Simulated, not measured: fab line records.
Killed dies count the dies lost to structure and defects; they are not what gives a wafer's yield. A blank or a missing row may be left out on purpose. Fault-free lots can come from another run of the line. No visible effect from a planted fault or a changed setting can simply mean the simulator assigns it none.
Which tool is to blame?    flow sky130    12 lots with 36 wafers sampled at 5 steps, on a route of 708 steps

== WHAT THE GAUGES READ, wafer by wafer ==
SKY_GATE_OXIDE_THK_MEAS_02. Usual: GATE_OXIDE_OXIDATION_00_THK 10.28 nm, standard deviation 0.21.
lot   measured      on             GATE_OXIDE_OXIDATION_00_THK (nm)  flag
L527  day 13 01:03  film_metro-01  9.76 9.81 9.95                    
L528  day 13 11:11  film_metro-03  10.15 10.11 10.20                 
L530  day 14 02:19  film_metro-02  10.43 10.36 10.31                 
L531  day 14 07:50  film_metro-01  10.26 10.43 10.26                 
L534  day 15 07:53  film_metro-02  10.00 9.97 9.92                   
L535  day 16 00:13  film_metro-03  10.56 10.51 10.60                 
L542  day 18 08:13  film_metro-02  16.85 16.99 16.81                 OFF
L544  day 19 04:07  film_metro-03  17.43 17.12 17.23                 OFF
L545  day 19 04:05  film_metro-01  10.44 10.34 10.37                 
L547  day 20 00:13  film_metro-01  10.11 9.86 10.10                  
L548  day 20 07:32  film_metro-02  10.15 10.02 10.01                 
L549  day 20 11:54  film_metro-02  10.37 10.42 10.41                 

SKY_SD_N_RS_MEAS_17: measures by four-point-probe. Usual: SD_P_RS 147.2 ohm/sq, standard deviation 0.39.
lot   measured      on             SD_P_RS (ohm/sq)   flag
L527  day 28 08:59  film_metro-01  147.4 147.5 147.3  
L528  day 28 16:38  film_metro-04  147.0 147.1 147.1  
L530  day 29 12:05  film_metro-04  147.9 147.9 147.3  
L531  day 29 15:49  film_metro-04  147.7 147.4 147.3  
L534  day 30 22:29  film_metro-02  147.2 147.1 146.9  
L535  day 31 10:53  film_metro-01  147.1 147.3 147.2  
L542  day 33 11:33  film_metro-02  146.6 146.6 146.4  
L544  day 34 03:21  film_metro-04  146.4 146.9 146.8  
L545  day 34 05:49  film_metro-02  147.4 147.2 146.9  
L547  day 34 19:34  film_metro-01  147.6 147.5 147.4  
L548  day 35 02:04  film_metro-01  146.9 147.1 147.3  
L549  day 35 04:39  film_metro-02  147.5 148.3 147.4  

== EACH LOT AND THE TOOL THAT RAN IT (in order: tool; ch and the chambers of the sampled wafers; start) ==
lot   SKY_GATE_OXIDE_OXIDATION_01                                      SKY_LDD_P_STRIP_10                    SKY_RES_XHIGH_STRIP_08
L527  furnace-02 ch 0, day 12 23:37                                    plasma_asher-03 ch 0,1, day 19 11:04  plasma_asher-01 ch 0,1, day 27 03:20
L528  furnace-01 ch 0, day 13 09:46                                    plasma_asher-04 ch 0,1, day 19 20:13  plasma_asher-04 ch 0,1, day 27 10:57
L530  furnace-02 ch 0, day 14 00:54                                    plasma_asher-03 ch 0,1, day 20 16:04  plasma_asher-04 ch 0,1, day 28 07:51
L531  furnace-01 ch 0, day 14 06:25                                    plasma_asher-03 ch 0,1, day 20 22:47  plasma_asher-02 ch 0,1, day 28 11:02
L534  furnace-01 ch 0, day 15 06:28                                    plasma_asher-04 ch 0,1, day 22 06:23  plasma_asher-01 ch 0,1, day 29 17:25
L535  furnace-02 ch 0, day 15 22:48                                    plasma_asher-03 ch 0, day 22 19:40    plasma_asher-04 ch 1, day 30 06:16
L542  furnace-01 ch 0, day 18 05:08 and furnace-02 ch 0, day 18 06:47  plasma_asher-03 ch 0,1, day 25 00:46  plasma_asher-04 ch 0,1, day 32 07:44
L544  furnace-02 ch 0, day 19 00:22                                    plasma_asher-03 ch 0,1, day 25 20:11  plasma_asher-01 ch 0,1, day 32 23:35
L545  furnace-02 ch 0, day 19 02:41                                    plasma_asher-02 ch 0,1, day 25 22:44  plasma_asher-01 ch 0,1, day 33 03:25
L547  furnace-01 ch 0, day 19 22:48                                    plasma_asher-04 ch 0,1, day 26 16:30  plasma_asher-01 ch 1, day 33 16:37
L548  furnace-02 ch 0, day 20 06:07                                    plasma_asher-03 ch 0,1, day 26 21:36  plasma_asher-04 ch 0,1, day 33 22:42
L549  furnace-01 ch 0, day 20 10:28                                    plasma_asher-02 ch 0,1, day 27 02:14  plasma_asher-02 ch 0,1, day 34 01:42
- SKY_GATE_OXIDE_OXIDATION_01: stabilise 600 s, purge 300 s, target thk 10.268 nm.
- SKY_LDD_P_STRIP_10: strips in O2/N2.
- SKY_RES_XHIGH_STRIP_08: strips in O2/N2.

== WHAT THE TOOLS THEMSELVES READ (means of the sampled wafers that have a number; where no wafer has one, the mark that the record gives instead) ==
SKY_LDD_P_STRIP_10. Usual: drypump_motor_current_A 6.0 A, standard deviation 0.61; oes_product_au 0.715 a.u., standard deviation 0.0046; strip_time_to_endpoint_s 14.18 s, standard deviation 0.042.
lot   tool             drypump_motor_current_A (A)  oes_product_au (a.u.)  strip_time_to_endpoint_s (s)  flag
L527  plasma_asher-03  6.5                          0.712                  14.20                         
L528  plasma_asher-04  5.1                          0.714                  14.20                         
L530  plasma_asher-03  6.4                          0.715                  14.22                         
L531  plasma_asher-03  6.1                          0.712                  14.18                         
L534  plasma_asher-04  5.1                          0.715                  14.12                         
L535  plasma_asher-03  5.8                          0.715                  14.21                         
L542  plasma_asher-03  6.1                          0.716                  14.20                         
L544  plasma_asher-03  6.1                          0.720                  14.18                         
L545  plasma_asher-02  6.3                          0.718                  14.20                         
L547  plasma_asher-04  5.1                          0.713                  14.16                         
L548  plasma_asher-03  6.1                          0.717                  14.18                         
L549  plasma_asher-02  6.2                          0.716                  14.16                         

SKY_RES_XHIGH_STRIP_08. Usual: drypump_motor_current_A 5.8 A, standard deviation 0.47; oes_product_au 0.711 a.u., standard deviation 0.0042; strip_time_to_endpoint_s 14.30 s, standard deviation 0.031.
lot   tool             drypump_motor_current_A (A)  oes_product_au (a.u.)  strip_time_to_endpoint_s (s)  flag
L527  plasma_asher-01  5.7                          0.712                  14.28                         
L528  plasma_asher-04  5.3                          0.711                  14.27                         
L530  plasma_asher-04  5.1                          0.711                  14.33                         
L531  plasma_asher-02  6.3                          0.713                  14.34                         
L534  plasma_asher-01  6.0                          0.709                  14.31                         
L535  plasma_asher-04  5.4                          0.710                  14.27                         
L542  plasma_asher-04  5.1                          0.711                  14.29                         
L544  plasma_asher-01  5.7                          0.709                  14.33                         
L545  plasma_asher-01  6.0                          0.712                  14.29                         
L547  plasma_asher-01  6.3                          0.713                  14.34                         
L548  plasma_asher-04  5.3                          0.712                  14.34                         
L549  plasma_asher-02  6.2                          0.713                  14.27                         

== THE ANSWER, worked out from the rows above alone ==
Rule: lot off if the mean of its wafers having a number is beyond 3 standard deviations from the usual mean. Also off: a lot with no number at a reading for which 4 or more lots have one. The other lots that the step has rows for count as sound. The gauges are gone through in route order, then the tools' own readings, and for those a lot's mean is taken as printed above. The first step at which some lot is off is used, and at that step the reading that is off furthest; a lot without a number counts as furthest.
Off: L542, L544, seen at SKY_GATE_OXIDE_THK_MEAS_02 (GATE_OXIDE_OXIDATION_00_THK).
If a tool, at a process step before that reading, ran all the lots that are off and no sound lot after the first of them, it fits. Those tools and the gauges at SKY_GATE_OXIDE_THK_MEAS_02 are tried in the same way. Not one of the candidates tried fits.

== WHAT THE SIMULATOR PUT IN ==
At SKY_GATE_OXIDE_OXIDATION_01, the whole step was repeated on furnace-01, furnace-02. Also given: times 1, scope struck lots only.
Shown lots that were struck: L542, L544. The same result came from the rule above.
